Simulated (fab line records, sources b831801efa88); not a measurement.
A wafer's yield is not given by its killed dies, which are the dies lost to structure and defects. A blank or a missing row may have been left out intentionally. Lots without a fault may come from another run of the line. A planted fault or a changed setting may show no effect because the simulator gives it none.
fab line records ; flow sky130
[record] lots = 6; wafers = 18; lastDay = 50
route steps=708 shown VT_ADJUST_LVTN@116 VT_ADJUST_NCORE@119 VT_ADJUST_HVTR@131
lots with no fault: from the same line, run without faults
startH: the number of hours between the record's first day and the start of the first shown wafer of the lot ; waitH: hours since the lot's step before ; " same as the row above ; L1.1+2: one row covering several wafers at once ; - either no value or no given start ; * or withheld: withheld ; < > ~ a bound
route shown NAME@n: NAME is a module with steps in the file, n the number in the route of the first one ; usual: mean/standard deviation taken from wafers without a fault ; same: alike in all rows ; chamber/n: place in a boat ; sites: each site's reading ; _std_site: the values' standard deviation ; _edge_site: inner sites' mean taken away from outer sites' mean ; radiusMm: for every site, how far away it sits from the centre of the wafer ; mask NAME#n: copy n ; behind: the most recent tool/chamber to have shaped the wafer ; hold: what put the lot on hold/how long, in hours/how the hold closed ; device: which transistor (n, p or np) failed to switch ; end of line: the route-end tests of the same wafers ; where a step has no rows: the recipe by itself ; killed: count of dies lost to structure and defects at first sort (not the wafer's yield) ; map: the dies of a wafer, with x for killed, . for not killed, _ for no die there
set.NAME: setting as actually run; set.NAME@STEP: the setting as run at that earlier step ; model.NAME: the simulator's own value behind a step, which no gauge read
lots seen at some steps along the route; tables by step, rows by wafer
services: from which hour (startH, from the record's first day; less than 0 if before it) a tool's chamber was out of use, for how many hours, and why
[[steps]]
[step SKY_VT_ADJUST_LVTN_IMPLANT_19]
[recipe] species = B; energyKev = 30; doseCm2 = 6.5e+11; tiltDeg = withheld
[step SKY_VT_ADJUST_LVTN_STRIP_20]
[recipe] chemistry = O2/N2; powerW = 1400; pressureMtorr = 1500; platenTempC = withheld; o2FlowSccm = 3000; n2FlowSccm = 300; overashFraction = 0.5
[usual] drypumpMotorCurrentA = 5.4/0.35; oesProductAu = 0.715/0.0047; stripTimeToEndpointS = 14.19/0.048
lot.wafer;tool;chamber;startH;waitH;drypumpMotorCurrentA;oesProductAu;rfHoursCounterH;stripTimeToEndpointS
L828.1;plasmaAsher-01;0;192.27;0.1;5.4;0.720;50;14.12
L828.3;plasmaAsher-01;0;192.27;0.1;5.4;0.710;-;14.09
L828.6;plasmaAsher-01;0;192.27;0.1;5.4;0.712;-;14.07
L834.3;plasmaAsher-01;1;232.25;0.1;5.3;0.716;-;14.27
L834.5;plasmaAsher-01;0;232.25;0.1;5.4;0.718;-;14.24
L834.6;plasmaAsher-01;1;232.25;0.1;5.3;0.720;-;14.24
L842.4;plasmaAsher-01;0;283.80;0.1;5.4;0.711;-;14.13
L842.5;plasmaAsher-01;1;283.80;0.1;5.3;0.717;-;14.16
L842.6;plasmaAsher-01;0;283.80;0.1;5.5;0.716;-;14.15
L844.1;plasmaAsher-01;1;298.36;0.1;5.3;0.705;60;14.24
L844.4;plasmaAsher-01;1;298.36;0.1;5.3;0.717;-;14.17
L844.5;plasmaAsher-01;1;298.36;0.1;5.3;0.715;-;14.21
L845.2;plasmaAsher-03;1;310.86;0.1;6.1;0.705;51;14.20
L845.3;plasmaAsher-03;1;310.86;0.1;6.2;0.713;-;14.16
L845.4;plasmaAsher-03;0;310.86;0.1;5.3;0.707;-;14.16
L847.1;plasmaAsher-01;0;323.76;0.1;5.4;0.714;63;14.15
L847.2;plasmaAsher-01;1;323.76;0.1;5.3;0.718;63;14.10
L847.4;plasmaAsher-01;1;323.76;0.1;5.3;0.712;-;14.18
[step SKY_VT_ADJUST_LVTN_TW_MEAS_21]
[usual] VT_ADJUST_LVTN_2_TW = 187.6/1.4
lot.wafer;tool;chamber;startH;waitH;VT_ADJUST_LVTN_2_TW
L828.1;filmMetro-03;-;192.37;0.1;187.2
L828.3;filmMetro-03;-;192.37;0.1;186.6
L828.6;filmMetro-03;-;192.37;0.1;186.6
L834.3;filmMetro-03;-;232.33;0.1;186.9
L834.5;filmMetro-03;-;232.33;0.1;186.8
L834.6;filmMetro-03;-;232.33;0.1;187.1
L842.4;filmMetro-04;-;283.89;0.1;189.6
L842.5;filmMetro-04;-;283.89;0.1;188.4
L842.6;filmMetro-04;-;283.89;0.1;189.4
L844.1;filmMetro-02;-;298.46;0.1;187.0
L844.4;filmMetro-02;-;298.46;0.1;186.9
L844.5;filmMetro-02;-;298.46;0.1;186.8
L845.2;filmMetro-03;-;310.97;0.1;187.5
L845.3;filmMetro-03;-;310.97;0.1;187.4
L845.4;filmMetro-03;-;310.97;0.1;188.2
L847.1;filmMetro-02;-;323.86;0.1;187.0
L847.2;filmMetro-02;-;323.86;0.1;186.5
L847.4;filmMetro-02;-;323.86;0.1;187.1
[step SKY_VT_ADJUST_NCORE_DEHYDRATE_00]
[recipe] tempC = 200; timeS = 60
[step SKY_VT_ADJUST_NCORE_HMDS_01]
[recipe] primeTimeS = 60; primeTempC = 120
[step SKY_VT_ADJUST_NCORE_COAT_02]
[recipe] resist = NOVOLAK; spinRpm = 3000; resistThkNm = 1140
[step SKY_VT_ADJUST_NCORE_SOFTBAKE_03]
[recipe] tempC = 90; timeS = 60; resist = NOVOLAK
[step SKY_VT_ADJUST_NCORE_EXPOSE_04]
[recipe] maskId = LVTN_COMPLEMENT_THIN; na = 0.6; sourceShape = conventional; sigmaOuter = 0.6; polarization = unpolarized; targetCdNm = 380; doseMj = 139
[step SKY_VT_ADJUST_NCORE_PEB_05]
[recipe] tempC = withheld; timeS = *; resist = NOVOLAK
[step SKY_VT_ADJUST_NCORE_DEVELOP_06]
[recipe] resist = NOVOLAK; developer = TMAH; developTimeS = 60; devTempC = 23
[step SKY_VT_ADJUST_NCORE_CD_MEAS_07]
[recipe] targetCdNm = 380
[usual] cdNm = 380.4/2.9
lot.wafer;tool;chamber;startH;waitH;cdNm
L828.1;cdSem-01;-;214.18;0.1;375.5
L828.3;cdSem-01;-;214.18;0.1;375.5
L828.6;cdSem-01;-;214.18;0.1;374.9
L834.3;cdSem-01;-;255.98;0.1;379.9
L834.5;cdSem-01;-;255.98;0.1;380.6
L834.6;cdSem-01;-;255.98;0.1;380.4
L842.4;cdSem-01;-;309.00;0.1;381.3
L842.5;cdSem-01;-;309.00;0.1;379.0
L842.6;cdSem-01;-;309.00;0.1;380.8
L844.1;cdSem-02;-;324.48;0.1;381.5
L844.4;cdSem-02;-;324.48;0.1;381.1
L844.5;cdSem-02;-;324.48;0.1;382.6
L845.2;cdSem-02;-;336.61;0.1;378.9
L845.3;cdSem-02;-;336.61;0.1;379.3
L845.4;cdSem-02;-;336.61;0.1;379.3
L847.1;cdSem-01;-;349.78;0.1;382.4
L847.2;cdSem-01;-;349.78;0.1;381.1
L847.4;cdSem-01;-;349.78;0.1;382.0
[step SKY_VT_ADJUST_NCORE_OVL_MEAS_08]
[usual] VT_ADJUST_NCORE_OVL = -0.7/1.6
lot.wafer;tool;chamber;startH;waitH;VT_ADJUST_NCORE_OVL[nm]
L828.1;overlay-01;-;214.30;0.1;2.1
L828.3;overlay-01;-;214.30;0.1;1.2
L828.6;overlay-01;-;214.30;0.1;0.9
L834.3;overlay-02;-;256.07;0.1;-0.9
L834.5;overlay-02;-;256.07;0.1;-1.1
L834.6;overlay-02;-;256.07;0.1;-1.3
L842.4;overlay-02;-;309.08;0.1;-1.5
L842.5;overlay-02;-;309.08;0.1;0.3
L842.6;overlay-02;-;309.08;0.1;-1.4
L844.1;overlay-01;-;324.60;0.1;-1.8
L844.4;overlay-01;-;324.60;0.1;-3.3
L844.5;overlay-01;-;324.60;0.1;-2.2
L845.2;overlay-01;-;336.72;0.1;0.5
L845.3;overlay-01;-;336.72;0.1;0.6
L845.4;overlay-01;-;336.72;0.1;0.9
L847.1;overlay-01;-;349.90;0.1;-0.3
L847.2;overlay-01;-;349.90;0.1;0.1
L847.4;overlay-01;-;349.90;0.1;-2.0
[step SKY_VT_ADJUST_NCORE_IMPLANT_09]
[recipe] species = B; energyKev = 10; doseCm2 = 2.4e+12; tiltDeg = withheld
[usual] beamEnergyKeV = 10.001/0.0032; doseIonsCm2 = 2.4e+12/2.5e+09
lot.wafer;tool;chamber;startH;waitH;beamEnergyKeV;doseIonsCm2;model.implant.rpNm;model.implant.drpNm
L828.1;implanter-03;0;214.33;0.0;10.001;2.3995e+12;33.29;17.11
L828.3;implanter-03;0;214.33;0.0;9.996;2.3982e+12;33.29;17.11
L828.6;implanter-03;0;214.33;0.0;10.002;2.3992e+12;33.29;17.11
L834.3;implanter-01;0;256.28;0.2;9.998;2.4006e+12;32.24;17.11
L834.5;implanter-01;0;256.28;0.2;9.996;2.3975e+12;32.24;17.11
L834.6;implanter-01;0;256.28;0.2;10.000;2.4008e+12;32.24;17.11
L842.4;implanter-01;0;309.17;0.1;6.954;2.4056e+12;25.43;13.27
L842.5;implanter-01;0;309.17;0.1;6.960;2.398e+12;25.43;13.27
L842.6;implanter-01;0;309.17;0.1;6.960;2.4039e+12;25.43;13.27
L844.1;implanter-01;0;324.63;0.0;6.959;2.4004e+12;24.72;13.27
L844.4;implanter-01;0;324.63;0.0;6.964;2.3998e+12;24.72;13.27
L844.5;implanter-01;0;324.63;0.0;6.965;2.4004e+12;24.72;13.27
L845.2;implanter-03;0;336.77;0.0;10.002;2.4e+12;33.62;17.11
L845.3;implanter-03;0;336.77;0.0;10.003;2.401e+12;33.62;17.11
L845.4;implanter-03;0;336.77;0.0;10.001;2.3943e+12;33.62;17.11
L847.1;implanter-03;0;349.93;0.0;10.005;2.4002e+12;32.79;17.11
L847.2;implanter-03;0;349.93;0.0;10.008;2.3976e+12;32.79;17.11
L847.4;implanter-03;0;349.93;0.0;10.005;2.3996e+12;32.79;17.11
[step SKY_VT_ADJUST_NCORE_STRIP_10]
[recipe] chemistry = O2/N2; powerW = 1400; pressureMtorr = 1500; platenTempC = withheld; o2FlowSccm = 3000; n2FlowSccm = 300; overashFraction = 0.5
[usual] drypumpMotorCurrentA = 5.3/0.31; oesProductAu = 0.715/0.0048; stripTimeToEndpointS = 14.19/0.042
lot.wafer;tool;chamber;startH;waitH;drypumpMotorCurrentA;oesProductAu;rfHoursCounterH;stripTimeToEndpointS
L828.1;plasmaAsher-04;0;214.48;0.1;5.5;0.715;10;14.24
L828.3;plasmaAsher-04;1;214.48;0.1;4.9;0.716;-;14.24
L828.6;plasmaAsher-04;1;214.48;0.1;4.9;0.722;-;14.22
L834.3;plasmaAsher-01;1;256.41;0.1;5.3;0.720;-;14.22
L834.5;plasmaAsher-01;0;256.41;0.1;5.4;0.719;-;14.23
L834.6;plasmaAsher-01;1;256.41;0.1;5.3;0.711;-;14.30
L842.4;plasmaAsher-01;1;309.28;0.1;5.3;0.720;-;14.22
L842.5;plasmaAsher-01;1;309.28;0.1;5.3;0.712;-;14.27
L842.6;plasmaAsher-01;0;309.28;0.1;5.4;0.712;-;14.20
L844.1;plasmaAsher-02;0;324.78;0.1;5.2;0.716;63;14.23
L844.4;plasmaAsher-02;1;324.78;0.1;5.8;0.717;-;14.20
L844.5;plasmaAsher-02;0;324.78;0.1;5.2;0.705;-;14.21
L845.2;plasmaAsher-02;1;336.90;0.1;5.9;0.718;64;14.19
L845.3;plasmaAsher-02;1;336.90;0.1;5.9;0.717;-;14.17
L845.4;plasmaAsher-02;0;336.90;0.1;5.2;0.719;-;14.16
L847.1;plasmaAsher-04;1;350.08;0.1;4.9;0.714;23;14.21
L847.2;plasmaAsher-04;0;350.08;0.1;5.5;0.710;23;14.21
L847.4;plasmaAsher-04;0;350.08;0.1;5.5;0.717;-;14.22
[step SKY_VT_ADJUST_NCORE_TW_MEAS_11]
[usual] VT_ADJUST_NCORE_TW = 218.3/1.6
lot.wafer;tool;chamber;startH;waitH;VT_ADJUST_NCORE_TW
L828.1;filmMetro-02;-;214.58;0.1;217.6
L828.3;filmMetro-02;-;214.58;0.1;217.0
L828.6;filmMetro-02;-;214.58;0.1;217.2
L834.3;filmMetro-02;-;256.50;0.1;218.3
L834.5;filmMetro-02;-;256.50;0.1;217.2
L834.6;filmMetro-02;-;256.50;0.1;218.7
L842.4;filmMetro-02;-;309.38;0.1;200.6
L842.5;filmMetro-02;-;309.38;0.1;199.3
L842.6;filmMetro-02;-;309.38;0.1;199.9
L844.1;filmMetro-02;-;324.88;0.1;200.4
L844.4;filmMetro-02;-;324.88;0.1;201.2
L844.5;filmMetro-02;-;324.88;0.1;200.7
L845.2;filmMetro-01;-;337.01;0.1;215.9
L845.3;filmMetro-01;-;337.01;0.1;216.9
L845.4;filmMetro-01;-;337.01;0.1;215.8
L847.1;filmMetro-04;-;350.18;0.1;221.2
L847.2;filmMetro-04;-;350.18;0.1;222.3
L847.4;filmMetro-04;-;350.18;0.1;220.8
[step SKY_VT_ADJUST_HVTR_DEHYDRATE_00]
[recipe] tempC = 200; timeS = 60
[[services]]
tool;chamber;startH;hours;kind
plasmaAsher-02;-;172.03;2.8;repair
implanter-01;-;193.86;1.0;repair
implanter-01;-;206.58;1.4;repair
implanter-01;-;256.46;1.9;repair
plasmaAsher-03;-;272.52;2.7;repair
plasmaAsher-03;-;273.02;6.1;repair
implanter-03;-;292.83;0.6;repair
implanter-01;-;303.45;5.6;repair
implanter-03;-;315.77;2.2;repair
plasmaAsher-04;-;318.06;2.7;repair
plasmaAsher-01;-;326.82;10.3;repair
plasmaAsher-03;-;328.90;1.2;repair
[[key]]
[firstSign] step = SKY_VT_ADJUST_NCORE_IMPLANT_09; reading = beamEnergyKeV; direction = down; sigmas = 99+; usual = *; struck = *
[effect] step = SKY_VT_ADJUST_NCORE_TW_MEAS_11; reading = VT_ADJUST_NCORE_TW; direction = down; sigmas = 11; usual = 218.3; struck = 200.3
[modelEffect] step = SKY_VT_ADJUST_NCORE_IMPLANT_09; value = implant.rpNm; without = 33.76; struck = 25.08
metAt SKY_VT_ADJUST_NCORE_IMPLANT_09
struckWafers L842.4,L842.5,L842.6,L844.1,L844.4,L844.5
rowsEnd L842.4,L842.5,L842.6,L844.1,L844.4,L844.5
onsetBetween 256.28 309.17
[fault] kind = processParameterDrift; tool = implanter-01; chamber = -; onsetH = 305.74; steps = SKY_VT_ADJUST_NCORE_IMPLANT_09; channel = energyKev; offset = *; shape = step; endH = 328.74; actsIn = *; stated = *
// rowsEnd: these wafers met a further fault down the route, and their rows from its step on are left out
